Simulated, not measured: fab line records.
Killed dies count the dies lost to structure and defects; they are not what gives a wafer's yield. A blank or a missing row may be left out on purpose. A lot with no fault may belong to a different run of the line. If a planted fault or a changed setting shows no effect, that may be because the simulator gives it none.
8D (eight disciplines) problem report, filled in by code / flow sky130 / the parts of the form that need people (team, actions taken, sign-off) are left out

## 1. THE PROBLEM
Mean SONOS_ONO_CVD_02_THK at SKY_SONOS_ONO_THK_MEAS_03: 18.37 nm over 6 wafers in 2 lots; fault-free wafers: 10.57 nm, standard deviation 0.16. That puts it +49 standard deviations away from the usual mean.
Earliest sighting: wafer L233.1 on film_metro-01 at day 15 01:40. At this step, 33 wafers from 11 lots have a number in the record. The rule behind "out" and "out of limits": a value lying over 4 standard deviations away from the usual mean. Any other wafer with a number is counted as sound.

## 2. WHAT IT IS; WHAT IT IS NOT
question=which readings at this step | is=SONOS_ONO_CVD_02_THK | is not=-
question=which lots | is=L233, L234 | is not=L224, L226, L227, L228, L232, L242, L243, L244, L246
question=which wafers of those lots | is=all that have a number | is not=-
question=read on which gauges | is=film_metro-01, film_metro-02 | is not=film_metro-04
question=when | is=from day 15 01:40 | is not=up to then (15 sound wafers); but 12 sound wafers of L242, L243, L244, L246 came after

## 3. SUSPECTS, AND WHAT RULES EACH OUT
Counting: a tool stays on the suspect list if, at a process step up to the reading, it processed all lots that are out and no sound lot following the first of them.
- ruled out: the gauge at SKY_SONOS_ONO_THK_MEAS_03. Those wafers that are out were read across 2 gauges (film_metro-01, film_metro-02).
- lpcvd-02 at SKY_SONOS_ONO_CVD_02 (deposits Si3N4 from DCS/NH3, target thk 10.5 nm, time 180 s): ruled out as a lasting fault. After its first lot that is out, L233 (day 15 00:05), sound lots L242, L243, L244, L246 ran on it.
Left after counting: nothing in the record.

## 4. THE CAUSE (what the simulator had put in)
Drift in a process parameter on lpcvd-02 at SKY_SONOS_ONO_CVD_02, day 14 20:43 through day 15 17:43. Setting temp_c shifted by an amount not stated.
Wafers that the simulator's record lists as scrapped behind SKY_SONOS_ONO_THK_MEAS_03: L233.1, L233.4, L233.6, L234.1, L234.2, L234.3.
The count ruled it out by mistake, since the rule takes a fault to strike every lot its tool runs from the start of the fault on, and this one did not do so.

## 5. SEQUENCE OF EFFECTS, ordered by route
Each row: a reading whose mean over the struck wafers that have a number lies more than 3 standard deviations from the usual. Only readings for which the record gives a usual standard deviation are gone through. hours: the time from each lot's start at the first step in this table that gives one to its start at this step, as a median over the lots. sigmas: the change in usual standard deviations.
hours=0; step=SKY_SONOS_ONO_CVD_02; reading=spike_tc_bottom_C; usual=790.3 C; on struck wafers=822.9; change=+32.6; sigmas=+20
hours=0; step=SKY_SONOS_ONO_CVD_02; reading=spike_tc_centre_C; usual=769.8 C; on struck wafers=802.7; change=+32.9; sigmas=+27
hours=0; step=SKY_SONOS_ONO_CVD_02; reading=spike_tc_lower_C; usual=770.4 C; on struck wafers=803.4; change=+33.0; sigmas=+21
hours=0; step=SKY_SONOS_ONO_CVD_02; reading=spike_tc_top_C; usual=785.5 C; on struck wafers=817.4; change=+31.9; sigmas=+13
hours=0; step=SKY_SONOS_ONO_CVD_02; reading=spike_tc_upper_C; usual=769.4 C; on struck wafers=801.8; change=+32.4; sigmas=+23
hours=0; step=SKY_SONOS_ONO_CVD_02; reading=susceptor_temp_C; usual=769.9 C; on struck wafers=802.2; change=+32.3; sigmas=+92
hours=0; step=SKY_SONOS_ONO_CVD_02; reading=zone_power_lower_pct; usual=14.0 %; on struck wafers=15.1; change=+1.1; sigmas=+3.3
hours=1; step=SKY_SONOS_ONO_THK_MEAS_03; reading=SONOS_ONO_CVD_02_THK; usual=10.57 nm; on struck wafers=18.37; change=+7.80; sigmas=+49
Process steps it contains:
- SKY_SONOS_ONO_CVD_02: deposits Si3N4 from DCS/NH3, target thk 10.5 nm, time 180 s.

## 6. WHAT WOULD HAVE CAUGHT IT SOONER
The first out-of-limits reading at a measuring or inspecting step in this record came at day 15 01:40, 5 hours after the fault's start at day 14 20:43.
The tool's own readings at SKY_SONOS_ONO_CVD_02 were out on every struck wafer that the step has a row for (spike_tc_bottom_C, spike_tc_centre_C, spike_tc_lower_C, spike_tc_top_C, spike_tc_upper_C, susceptor_temp_C): an alarm limit on them would have fired on the first of those.
